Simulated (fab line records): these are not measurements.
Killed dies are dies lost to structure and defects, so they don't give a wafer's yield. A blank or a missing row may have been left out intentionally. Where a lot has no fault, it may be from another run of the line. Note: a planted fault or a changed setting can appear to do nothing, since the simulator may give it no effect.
Struck lot and sound lot, side by side | flow sky130 | 35 out of 708 route steps
Sound: these wafers, L726.2, L726.3, L726.6. Struck: wafer L744.2 (left out: L744.5, L744.6 of the same lot, which were not struck); the cause appears at the end.
At each step with rows: each side's tool, then ch and its chambers, then its first start. Under that, the readings that differ: sound wafers | struck wafers | difference of the means | sigmas: that difference in standard deviations of wafers without a fault.
alike: readings whose means differ by less than 2 such deviations, and words and numbers that are the same on both sides. not compared: withheld readings, readings that some wafer has no value for, bounds like >300 that may hide the same value, and numbers for which the record gives no deviation and whose values overlap.
Wherever a step has rows on one side only, a row that says differs or no value, or a row with sigmas, the two part there. Numbers that have no deviation but don't overlap get no sigmas and don't part them. A reading missing from all wafers of one side parts the sides only when that side holds two or more wafers.

first, 4 steps without rows for these wafers: SKY_METAL5_SOFTBAKE_10 (time 60 s); SKY_METAL5_EXPOSE_11 (exposes mask MM5, target cd 1600 nm); SKY_METAL5_PEB_12; SKY_METAL5_DEVELOP_13 (develop time 60 s).
SKY_METAL5_DESCUM_14: chemistry O2, time 11 s.
  sound on rie_metal-02 ch 0,1, day 44 07:29; struck on rie_metal-02 ch 1, day 48 23:34
  alike: chamber_pressure_mTorr, drypump_motor_current_A, he_backside_leak_sccm, oes_product_au
  not compared: rf_hours_counter_h
then, 1 step without rows for these wafers: SKY_METAL5_METAL_ETCH_15 (etches the open film in Cl2/BCl3, stops on SiO2, target depth 1260 nm, time 247.3 s).
SKY_METAL5_STRIP_16: strips in O2/N2.
  sound on plasma_asher-01 ch 1, day 44 07:45; struck on plasma_asher-03 ch 1, day 48 23:50
  reading                     | sound       | struck | difference | sigmas
  drypump_motor_current_A (A) | 6.4 6.4 6.4 | 5.5    | -0.9       | -2
  alike: chamber_pressure_mTorr, oes_product_au, strip_time_to_endpoint_s
  not compared: rf_hours_counter_h
then, 3 steps without rows for these wafers: SKY_METAL5_STRIP_17 (strips in post etch residue remover, time 1200 s); SKY_METAL5_CLEAN_18 (cleans in IPA, time 180 s); SKY_METAL5_CLEAN_19 (cleans in O3/DIW).
SKY_PASSIVATION_CVD_00: deposits SiO2, target thk 90 nm.
  sound on pecvd-03 ch 0,1, day 44 08:21; struck on pecvd-04 ch 2, day 49 00:26
  alike: heater_power_w
SKY_PASSIVATION_THK_MEAS_01:
  sound on film_metro-01, day 44 08:23; struck on film_metro-03, day 49 00:28
  alike: PASSIVATION_CVD_00_THK
SKY_PASSIVATION_CVD_02: deposits Si3N4, target thk 540 nm.
  sound on pecvd-04 ch 0,1, day 44 08:26; struck on pecvd-03 ch 0, day 49 00:37
  reading                                       | sound           | struck | difference | sigmas
  model.Si3N4_of_PASSIVATION_CVD_02.thk_nm (nm) | 526.6 541.6 542 | 586.6  | +49.9      |
  alike: heater_power_w
SKY_PASSIVATION_THK_MEAS_03:
  sound on film_metro-02, day 44 08:40; struck on film_metro-02, day 49 01:11
  reading                     | sound       | struck | difference | sigmas
  PASSIVATION_CVD_02_THK (nm) | 527 542 542 | 587    | +50        | +6
then, 7 steps without rows for these wafers: SKY_PASSIVATION_DEHYDRATE_04 (time 60 s); SKY_PASSIVATION_HMDS_05 (prime time 60 s); SKY_PASSIVATION_COAT_06 (resist thk 3000 nm); SKY_PASSIVATION_SOFTBAKE_07; SKY_PASSIVATION_EXPOSE_08 (exposes mask NSM, target cd 3000 nm); SKY_PASSIVATION_PEB_09; SKY_PASSIVATION_DEVELOP_10 (develop time 60 s).
SKY_PASSIVATION_ETCH_11: etches the open film in CF4/O2, stops on AlCu, target depth 725 nm, time 161.1 s.
  sound on rie_diel-02 ch 0,3, day 45 06:40; struck on rie_diel-01 ch 3, day 49 18:01
  reading                                 | sound             | struck | difference | sigmas
  drypump_motor_current_A (A)             | 4.7 4.7 4.7       | 5.8    | +1.1       | +3
  oes_product_au (a.u.)                   | 0.965 0.981 0.982 | 0.999  | +0.023     | +3
  throttle_valve_pct (%)                  | 5.938 5.965 5.953 | 5.973  | +0.021     | +2
  model.etch.depth_nm (nm)                | 691 704.9 708.7   | 723.4  | +21.9      |
  model.PASSIVATION.feature_depth_nm (nm) | 691.1 704.9 708.7 | 723.4  | +21.8      |
  alike: chamber_pressure_mTorr
  not compared: rf_hours_counter_h
SKY_PASSIVATION_STRIP_12: strips in O2/N2.
  sound on plasma_asher-03 ch 0,1, day 45 06:46; struck on plasma_asher-03 ch 0, day 49 18:08
  alike: chamber_pressure_mTorr, drypump_motor_current_A, oes_product_au, strip_time_to_endpoint_s
  not compared: rf_hours_counter_h
then, 7 steps without rows for these wafers: SKY_PAD_OPEN_DEHYDRATE_00 (time 60 s); SKY_PAD_OPEN_HMDS_01 (prime time 60 s); SKY_PAD_OPEN_COAT_02 (resist thk 3000 nm); SKY_PAD_OPEN_SOFTBAKE_03; SKY_PAD_OPEN_EXPOSE_04 (exposes mask PDM, target cd 60000 nm); SKY_PAD_OPEN_PEB_05; SKY_PAD_OPEN_DEVELOP_06 (develop time 57.12 s).
SKY_PAD_OPEN_ETCH_07: etches the open film in CF4/O2, stops on AlCu, target depth 725 nm, time 161.1 s.
  sound on rie_diel-04 ch 0,1,2, day 46 03:19; struck on rie_diel-04 ch 2, day 50 10:37
  reading                              | sound             | struck | difference | sigmas
  oes_product_au (a.u.)                | 0.968 0.982 0.988 | 1.001  | +0.022     | +3
  model.PAD_OPEN.feature_depth_nm (nm) | 691.1 704.9 708.7 | 739.6  | +38.0      |
  model.etch.depth_nm (nm)             | 691 704.9 708.7   | 739.6  | +38.1      |
  alike: chamber_pressure_mTorr, drypump_motor_current_A, throttle_valve_pct
  not compared: rf_hours_counter_h
SKY_PAD_OPEN_STRIP_08: strips in O2/N2.
  sound on plasma_asher-02 ch 0,1, day 46 03:25; struck on plasma_asher-02 ch 1, day 50 10:44
  reading                      | sound             | struck | difference | sigmas
  strip_time_to_endpoint_s (s) | 37.20 37.13 37.12 | 36.79  | -0.36      | -3
  alike: chamber_pressure_mTorr, drypump_motor_current_A, oes_product_au
  not compared: rf_hours_counter_h
SKY_PAD_OPEN_STRIP_09: strips in post etch residue remover, time 1200 s.
  sound on wet_bench-04 ch 2, day 46 03:31; struck on wet_bench-03 ch 2, day 50 10:50
  reading                                       | sound             | struck | difference | sigmas
  model.Si3N4_of_PASSIVATION_CVD_02.thk_nm (nm) | 526.3 541.3 541.6 | 586.3  | +49.9      |
then, 1 step without rows for these wafers: SKY_PAD_OPEN_CLEAN_10 (cleans in IPA, time 180 s).
SKY_PAD_OPEN_PROBE_99:
  rows exist in the record for the struck wafers here (prober-02, day 50 12:59), but not for the sound ones

== WHERE THEY PART ==
At SKY_METAL5_STRIP_16 first; at SKY_PAD_OPEN_PROBE_99 last (within this record only).

WHY: the cause the simulator had injected
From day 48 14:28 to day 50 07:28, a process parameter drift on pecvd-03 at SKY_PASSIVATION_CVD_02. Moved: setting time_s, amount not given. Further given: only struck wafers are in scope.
